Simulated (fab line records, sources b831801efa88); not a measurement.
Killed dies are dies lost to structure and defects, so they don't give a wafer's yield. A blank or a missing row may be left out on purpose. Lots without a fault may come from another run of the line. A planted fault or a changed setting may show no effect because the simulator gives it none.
Chamber matching | flow gf180mcu | GF_V4_CMP_04 on cmp-02: 4 sister chambers
The step polishes SiO2. 16 wafers are shown with their chamber, then 8 later ones without.

WAFERS WITH THEIR CHAMBER
wafer  | chamber | motor_current_A (A) | time_to_endpoint_s (s) | head_pressure_psi (psi)
L474.2 | 3       | 10.9                | 71                     | 3.999
L474.5 | 2       | 12.3                | 82                     | 3.995
L474.6 | 3       | 11.2                | 79                     | 3.994
L477.4 | 0       | 10.2                | 87                     | 4.011
L477.5 | 2       | 12.1                | 80                     | 3.993
L477.6 | 1       | 10.8                | 83                     | 3.995
L478.1 | 0       | 10.6                | 78                     | 3.977
L478.2 | 2       | 12.1                | 82                     | 3.995
L478.4 | 1       | 11.8                | 72                     | 4.005
L479.2 | 2       | 12.7                | 72                     | 3.992
L479.4 | 0       | 10.0                | 82                     | 4.004
L479.6 | 3       | 11.6                | 81                     | 3.996
L481.1 | 3       | 12.1                | 69                     | 3.976
L481.2 | 1       | 11.0                | 69                     | 3.999
L481.4 | 0       | 10.8                | 76                     | 4.004
L484.1 | 2       | 11.4                | 73                     | 4.003

SIGNATURES (means of the wafers above)
reading            | chamber 0 | chamber 1 | chamber 2 | chamber 3 | scatter within a chamber
motor_current_A    | 10.400    | 11.200    | 12.120    | 11.450    | 0.471
time_to_endpoint_s | 80.75     | 74.67     | 77.80     | 75.00     | 5.63
head_pressure_psi  | 3.99900   | 3.99967   | 3.99560   | 3.99125   | 0.00969
Rule: a wafer's distance from a chamber is the root of the sum, over the readings, of the square of ((its reading less the chamber's mean) divided by the reading's scatter). The wafer belongs to the nearest chamber; if the next one is less than 2 further off, it can't be placed. The scatter: the root of (the sum of the squares of (reading less its chamber's mean) over the shown wafers, divided by (wafers less chambers)).

WAFERS WITHOUT THEIR CHAMBER
wafer  | motor_current_A (A) | time_to_endpoint_s (s) | head_pressure_psi (psi)
L484.2 | 11.0                | 76                     | 4.001
L484.5 | 10.2                | 82                     | 3.994
L493.4 | 12.2                | 78                     | 4.010
L493.5 | 11.1                | 81                     | 4.006
L493.6 | 12.3                | 88                     | 4.006
L495.1 | 12.5                | 92                     | 3.993
L495.2 | 11.2                | 93                     | 4.001
L495.4 | 11.2                | 89                     | 4.014

WHICH CHAMBER EACH WENT THROUGH
wafer  | from the rows above               | in truth
L484.2 | can't be placed: 1 or 3 or 0 or 2 | 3
L484.5 | can't be placed: 0 or 1           | 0
L493.4 | can't be placed: 2 or 1 or 3      | 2
L493.5 | can't be placed: 1 or 0 or 3 or 2 | 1
L493.6 | can't be placed: 2 or 3 or 1      | 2
L495.1 | can't be placed: 2 or 3 or 1      | 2
L495.2 | can't be placed: 0 or 1 or 2 or 3 | 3
L495.4 | can't be placed: 0 or 1 or 2 or 3 | 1
Placed correctly: 0 of 8. Can't be placed from these rows: 8 (the true chamber is among the candidates in 8). Placed wrongly: 0.
